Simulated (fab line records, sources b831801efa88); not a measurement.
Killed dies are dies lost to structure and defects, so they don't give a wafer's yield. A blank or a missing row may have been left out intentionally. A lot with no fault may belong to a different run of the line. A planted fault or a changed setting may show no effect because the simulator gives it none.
fab line records ; flow sky130
record lots=13; wafers=39; last-day=50
route steps=708 shown LDD_HVP@282 POLY_CUT@316 LOCAL_INTERCONNECT@398 METAL1@435
lots that met no fault: from a run of the same line without faults
start-h: start of the lot's first displayed wafer, in hours after the record's first day ; wait-h: hours from the lot's prior step to this one ; " unchanged from the row above ; L1.1+2: one row covering several wafers at once ; - no value, or no start given ; * or withheld: withheld ; < > ~ a bound
route shown NAME@n: NAME is a module with steps in the file, n the number in the route of the first one ; usual: average and standard deviation across the fault-free wafers ; same: alike in all rows ; chamber/n: place in a boat ; sites: per-site readings ; _std_site: standard deviation of those values ; _edge_site: inner sites' mean taken away from outer sites' mean ; radius-mm: for every site, how far away it sits from the centre of the wafer ; mask NAME#n: copy n ; behind: the tool/chamber that last shaped the wafer ; hold: cause of the lot's hold/its duration in hours/its outcome ; device: the transistor (n, p or np) that didn't switch ; end of line: the same wafers' tests at the end of the route ; where a step has no rows: the recipe by itself ; killed: not the wafer's yield, but the dies lost to structure and defects at the first sort ; map: per-die view of a wafer (x killed, . not killed, _ where there is no die)
set.NAME: the setting as run; set.NAME@STEP: as run at that earlier step ; model.NAME: the simulator's own value behind a step, which no gauge read
steps of the route over a sample of lots; a table a step, a row a wafer
services: when a tool's chamber went out of use (start-h, in hours from the record's first day, below 0 if earlier), for how many hours, and the reason
## steps
# step SKY_LDD_HVP_EXPOSE_04
# recipe mask-id=HVPTM; na=0.6; source-shape=conventional; sigma-outer=0.6; polarization=unpolarized; target-cd-nm=700; dose-mj=86
lot.wafer;tool;chamber;start-h;wait-h;mask
L308.2+5+6;iline-stepper-01;0;503.90;-;HVPTM#0
L309.2+3+4;iline-stepper-01;0;518.57;-;HVPTM#0
L310.1+2+6;iline-stepper-02;0;524.88;-;HVPTM#0
L311.2+4+6;iline-stepper-02;0;531.00;-;HVPTM#0
L314.3+4+6;iline-stepper-02;0;553.97;-;HVPTM#0
L315.1+2+5;iline-stepper-02;0;567.18;-;HVPTM#0
L316.1+3+6;iline-stepper-02;0;579.98;-;LDNTM#0
L317.1+2+6;iline-stepper-02;0;589.20;-;HVPTM#0
L319.1+5+6;iline-stepper-02;0;632.00;-;HVPTM#0
L325.1+3+6;iline-stepper-01;0;654.08;-;HVPTM#0
L327.1+4+5;iline-stepper-01;0;685.33;-;HVPTM#0
L326.1+5+6;iline-stepper-01;0;686.58;-;HVPTM#0
L328.1+2+5;iline-stepper-02;0;686.83;-;HVPTM#0
# step SKY_LDD_HVP_OVL_MEAS_07
# usual LDD_HVP_OVL=0.5/1.5
lot.wafer;tool;chamber;start-h;wait-h;LDD_HVP_OVL[nm]
L308.2;overlay-01;-;519.38;0.1;3.1
L308.5;overlay-01;-;519.38;0.1;3.0
L308.6;overlay-01;-;519.38;0.1;1.5
L309.2;overlay-01;-;534.05;0.1;0.6
L309.3;overlay-01;-;534.05;0.1;-0.4
L309.4;overlay-01;-;534.05;0.1;-1.1
L310.1;overlay-01;-;539.58;0.1;-0.2
L310.2;overlay-01;-;539.58;0.1;-0.5
L310.6;overlay-01;-;539.58;0.1;0.6
L311.2;overlay-01;-;545.33;0.1;0.4
L311.4;overlay-01;-;545.33;0.1;1.1
L311.6;overlay-01;-;545.33;0.1;0.7
L314.3;overlay-02;-;567.79;0.1;0.5
L314.4;overlay-02;-;567.79;0.1;0.9
L314.6;overlay-02;-;567.79;0.1;1.0
L315.1;overlay-01;-;582.13;0.1;-0.1
L315.2;overlay-01;-;582.13;0.1;1.5
L315.5;overlay-01;-;582.13;0.1;-1.3
L316.1;overlay-02;-;593.39;0.1;-
L316.3;overlay-02;-;593.39;0.1;-
L316.6;overlay-02;-;593.39;0.1;-
L317.1;overlay-01;-;604.15;0.1;2.7
L317.2;overlay-01;-;604.15;0.1;1.6
L317.6;overlay-01;-;604.15;0.1;3.3
L319.1;overlay-02;-;645.80;0.1;1.7
L319.5;overlay-02;-;645.80;0.1;-0.4
L319.6;overlay-02;-;645.80;0.1;1.1
L325.1;overlay-02;-;669.08;0.1;0.6
L325.3;overlay-02;-;669.08;0.1;-0.2
L325.6;overlay-02;-;669.08;0.1;0.0
L327.1;overlay-01;-;699.80;0.1;-2.0
L327.4;overlay-01;-;699.80;0.1;-1.0
L327.5;overlay-01;-;699.80;0.1;-1.1
L326.1;overlay-02;-;700.98;0.1;-0.4
L326.5;overlay-02;-;700.98;0.1;-1.0
L326.6;overlay-02;-;700.98;0.1;-0.2
L328.1;overlay-01;-;701.53;0.1;-0.9
L328.2;overlay-01;-;701.53;0.1;-2.5
L328.5;overlay-01;-;701.53;0.1;-1.5
# step SKY_LDD_HVP_TW_MEAS_10
# usual LDD_HVP_TW=454/4
lot.wafer;tool;chamber;start-h;wait-h;LDD_HVP_TW
L308.2;film-metro-02;-;519.67;0.1;452
L308.5;film-metro-02;-;519.67;0.1;453
L308.6;film-metro-02;-;519.67;0.1;456
L309.2;film-metro-02;-;534.34;0.1;454
L309.3;film-metro-02;-;534.34;0.1;454
L309.4;film-metro-02;-;534.34;0.1;455
L310.1;film-metro-01;-;539.86;0.1;453
L310.2;film-metro-01;-;539.86;0.1;452
L310.6;film-metro-01;-;539.86;0.1;449
L311.2;film-metro-02;-;545.62;0.1;455
L311.4;film-metro-02;-;545.62;0.1;456
L311.6;film-metro-02;-;545.62;0.1;455
L314.3;film-metro-02;-;568.08;0.1;454
L314.4;film-metro-02;-;568.08;0.1;456
L314.6;film-metro-02;-;568.08;0.1;453
L315.1;film-metro-04;-;582.41;0.1;457
L315.2;film-metro-04;-;582.41;0.1;455
L315.5;film-metro-04;-;582.41;0.1;455
L316.1;film-metro-02;-;593.67;0.1;30
L316.3;film-metro-02;-;593.67;0.1;30
L316.6;film-metro-02;-;593.67;0.1;30
L317.1;film-metro-01;-;604.44;0.1;446
L317.2;film-metro-01;-;604.44;0.1;448
L317.6;film-metro-01;-;604.44;0.1;446
L319.1;film-metro-01;-;646.09;0.1;450
L319.5;film-metro-01;-;646.09;0.1;450
L319.6;film-metro-01;-;646.09;0.1;450
L325.1;film-metro-01;-;669.36;0.1;452
L325.3;film-metro-01;-;669.36;0.1;449
L325.6;film-metro-01;-;669.36;0.1;447
L327.1;film-metro-04;-;700.09;0.1;459
L327.4;film-metro-04;-;700.09;0.1;455
L327.5;film-metro-04;-;700.09;0.1;455
L326.1;film-metro-01;-;701.26;0.1;453
L326.5;film-metro-01;-;701.26;0.1;451
L326.6;film-metro-01;-;701.26;0.1;452
L328.1;film-metro-04;-;701.81;0.1;454
L328.2;film-metro-04;-;701.81;0.1;456
L328.5;film-metro-04;-;701.81;0.1;454
# step SKY_POLY_CUT_OVL_MEAS_09
# usual POLY_CUT_OVL=0/4.9
lot.wafer;tool;chamber;start-h;wait-h;POLY_CUT_OVL[nm]
L308.2;overlay-02;-;583.70;0.1;2
L308.5;overlay-02;-;583.70;0.1;-8
L308.6;overlay-02;-;583.70;0.1;1
L309.2;overlay-02;-;594.21;0.1;3
L309.3;overlay-02;-;594.21;0.1;4
L309.4;overlay-02;-;594.21;0.1;-8
L310.1;overlay-01;-;599.25;0.1;-2
L310.2;overlay-01;-;599.25;0.1;-2
L310.6;overlay-01;-;599.25;0.1;-5
L311.2;overlay-02;-;606.96;0.1;-4
L311.4;overlay-02;-;606.96;0.1;-8
L311.6;overlay-02;-;606.96;0.1;-9
L314.3;overlay-01;-;628.68;0.1;4
L314.4;overlay-01;-;628.68;0.1;-4
L314.6;overlay-01;-;628.68;0.1;1
L315.1;overlay-02;-;644.06;0.1;4
L315.2;overlay-02;-;644.06;0.1;-7
L315.5;overlay-02;-;644.06;0.1;-1
L316.1;overlay-01;-;653.55;0.1;-10
L316.3;overlay-01;-;653.55;0.1;-2
L316.6;overlay-01;-;653.55;0.1;-4
L317.1;overlay-01;-;662.81;0.1;-7
L317.2;overlay-01;-;662.81;0.1;2
L317.6;overlay-01;-;662.81;0.1;1
L319.1;overlay-02;-;704.47;0.1;-3
L319.5;overlay-02;-;704.47;0.1;-3
L319.6;overlay-02;-;704.47;0.1;4
L325.1;overlay-02;-;727.05;0.1;-2
L325.3;overlay-02;-;727.05;0.1;-8
L325.6;overlay-02;-;727.05;0.1;1
L327.1;overlay-01;-;756.47;0.1;-9
L327.4;overlay-01;-;756.47;0.1;2
L327.5;overlay-01;-;756.47;0.1;-5
L326.1;overlay-01;-;758.46;0.1;1
L326.5;overlay-01;-;758.46;0.1;1
L326.6;overlay-01;-;758.46;0.1;2
L328.1;overlay-01;-;759.42;0.1;-6
L328.2;overlay-01;-;759.42;0.1;6
L328.5;overlay-01;-;759.42;0.1;1
# step SKY_LOCAL_INTERCONNECT_CD_MEAS_11
# recipe target-cd-nm=170
# usual cd-nm=169.9/1.5
lot.wafer;tool;chamber;start-h;wait-h;cd-nm
L308.2;cd-sem-02;-;728.95;-;170.7
L308.5;cd-sem-02;-;728.95;-;169.0
L308.6;cd-sem-02;-;728.95;-;170.5
L309.2;cd-sem-02;-;740.70;-;169.2
L309.3;cd-sem-02;-;740.70;-;168.6
L309.4;cd-sem-02;-;740.70;-;169.7
L310.1;cd-sem-02;-;743.38;-;172.9
L310.2;cd-sem-02;-;743.38;-;170.9
L310.6;cd-sem-02;-;743.38;-;169.7
L311.2;cd-sem-01;-;750.60;-;170.1
L311.4;cd-sem-01;-;750.60;-;170.0
L311.6;cd-sem-01;-;750.60;-;170.3
L314.3;cd-sem-01;-;773.82;-;169.4
L314.4;cd-sem-01;-;773.82;-;169.5
L314.6;cd-sem-01;-;773.82;-;170.7
L315.1;cd-sem-01;-;786.63;-;168.2
L315.2;cd-sem-01;-;786.63;-;168.3
L315.5;cd-sem-01;-;786.63;-;169.6
L316.1;cd-sem-02;-;796.73;-;172.1
L316.3;cd-sem-02;-;796.73;-;172.4
L316.6;cd-sem-02;-;796.73;-;171.9
L317.1;cd-sem-02;-;801.89;-;168.9
L317.2;cd-sem-02;-;801.89;-;168.5
L317.6;cd-sem-02;-;801.89;-;167.5
L319.1;cd-sem-02;-;843.84;-;172.2
L319.5;cd-sem-02;-;843.84;-;172.0
L319.6;cd-sem-02;-;843.84;-;170.2
L325.1;cd-sem-02;-;865.83;-;171.7
L325.3;cd-sem-02;-;865.83;-;170.8
L325.6;cd-sem-02;-;865.83;-;170.6
L327.1;cd-sem-01;-;893.33;-;169.2
L327.4;cd-sem-01;-;893.33;-;169.3
L327.5;cd-sem-01;-;893.33;-;168.7
L326.1;cd-sem-02;-;894.48;-;168.7
L326.5;cd-sem-02;-;894.48;-;168.3
L326.6;cd-sem-02;-;894.48;-;168.1
L328.1;cd-sem-02;-;895.44;-;171.5
L328.2;cd-sem-02;-;895.44;-;171.0
L328.5;cd-sem-02;-;895.44;-;171.4
# step SKY_METAL1_SPUTTER_01
# recipe material=TiN; target-thk-nm=20; power-w=6500; time-s=16.7; chamber-pressure-pa=0.4
# usual throttle-valve-pct=30.2/0.98
lot.wafer;tool;chamber;start-h;wait-h;throttle-valve-pct
L308.2;pvd-sputter-03;-;759.06;0.0;29.6
L308.5;pvd-sputter-03;-;759.06;0.0;29.7
L308.6;pvd-sputter-03;-;759.06;0.0;29.0
L309.2;pvd-sputter-03;-;771.53;0.0;29.2
L309.3;pvd-sputter-03;-;771.53;0.0;29.0
L309.4;pvd-sputter-03;-;771.53;0.0;29.9
L310.1;pvd-sputter-03;-;774.66;0.0;29.2
L310.2;pvd-sputter-03;-;774.66;0.0;29.7
L310.6;pvd-sputter-03;-;774.66;0.0;29.9
L311.2;pvd-sputter-02;-;780.96;0.0;29.8
L311.4;pvd-sputter-02;-;780.96;0.0;30.2
L311.6;pvd-sputter-02;-;780.96;0.0;32.3
L314.3;pvd-sputter-03;-;803.07;0.0;29.1
L314.4;pvd-sputter-03;-;803.07;0.0;29.6
L314.6;pvd-sputter-03;-;803.07;0.0;29.1
L315.1;pvd-sputter-02;-;815.97;0.0;31.6
L315.2;pvd-sputter-02;-;815.97;0.0;29.5
L315.5;pvd-sputter-02;-;815.97;0.0;29.1
L316.1;pvd-sputter-04;-;826.56;0.0;30.0
L316.3;pvd-sputter-04;-;826.56;0.0;30.5
L316.6;pvd-sputter-04;-;826.56;0.0;30.1
L317.1;pvd-sputter-02;-;831.66;0.0;30.0
L317.2;pvd-sputter-02;-;831.66;0.0;31.6
L317.6;pvd-sputter-02;-;831.66;0.0;30.3
L319.1;pvd-sputter-04;-;874.27;0.0;30.5
L319.5;pvd-sputter-04;-;874.27;0.0;29.0
L319.6;pvd-sputter-04;-;874.27;0.0;31.0
L325.1;pvd-sputter-02;-;894.54;0.0;31.5
L325.3;pvd-sputter-02;-;894.54;0.0;30.1
L325.6;pvd-sputter-02;-;894.54;0.0;30.2
L327.1;pvd-sputter-03;-;921.32;0.0;29.8
L327.4;pvd-sputter-03;-;921.32;0.0;29.2
L327.5;pvd-sputter-03;-;921.32;0.0;29.4
L326.1;pvd-sputter-02;-;922.25;0.0;30.2
L326.5;pvd-sputter-02;-;922.25;0.0;29.3
L326.6;pvd-sputter-02;-;922.25;0.0;31.8
L328.1;pvd-sputter-04;-;923.63;0.0;29.2
L328.2;pvd-sputter-04;-;923.63;0.0;30.9
L328.5;pvd-sputter-04;-;923.63;0.0;31.2
## services
tool;chamber;start-h;hours;kind
pvd-sputter-03;-;499.95;5.1;repair
pvd-sputter-03;-;512.30;1.0;repair
pvd-sputter-04;-;516.96;4.9;repair
pvd-sputter-04;-;518.28;7.3;repair
iline-stepper-01;-;521.61;1.6;repair
iline-stepper-01;-;554.10;0.8;pm
iline-stepper-01;-;561.74;9.5;repair
iline-stepper-01;-;584.19;2.1;pm
pvd-sputter-04;-;588.56;5.2;repair
iline-stepper-01;-;602.14;1.7;pm
iline-stepper-02;-;611.03;3.8;repair
pvd-sputter-04;-;625.69;0.5;repair
pvd-sputter-03;-;641.32;4.2;repair
iline-stepper-01;-;644.94;4.4;pm
iline-stepper-02;-;669.96;4.3;pm
iline-stepper-02;-;700.93;1.7;pm
pvd-sputter-03;-;714.41;1.3;repair
pvd-sputter-03;-;716.47;3.3;repair
pvd-sputter-04;-;748.21;2.4;repair
pvd-sputter-04;-;765.86;0.5;repair
pvd-sputter-02;-;803.55;0.5;repair
iline-stepper-01;-;820.32;1.7;pm
iline-stepper-01;-;832.70;1.3;repair
iline-stepper-02;-;919.11;1.7;pm
## key
first-sign step=SKY_LDD_HVP_EXPOSE_04; reading=mask; direction=changed
effect step=SKY_LDD_HVP_OVL_MEAS_07; reading=LDD_HVP_OVL; direction=missing
effect step=SKY_LDD_HVP_TW_MEAS_10; reading=LDD_HVP_TW; direction=down; sigmas=99+; usual=454; struck=30
met-at SKY_LDD_HVP_EXPOSE_04
struck-lots L316
sort-left-out L316.1,L316.3,L316.6
tester-left-out L316
not-acting-at SKY_POLY_CUT_OVL_MEAS_09,SKY_LOCAL_INTERCONNECT_CD_MEAS_11,SKY_METAL1_SPUTTER_01
onset-between 567.18 579.98
fault kind=wrong-mask; tool=any; chamber=-; onset-h=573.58; steps=SKY_LDD_HVP_EXPOSE_04; aux-copy=LDNTM#0; scope=struck-lots-only
# tester-left-out: of these lots the tester's yield and bins aren't shown, on N5 and GAA mostly nor the transistor test; their killed dies are dies lost to structure and defects alone, not to doping, threshold or leakage, so they don't give the yield
# sort-left-out: the simulated sort isn't trusted on such a fault, so these wafers' sort isn't shown, and their yield isn't known
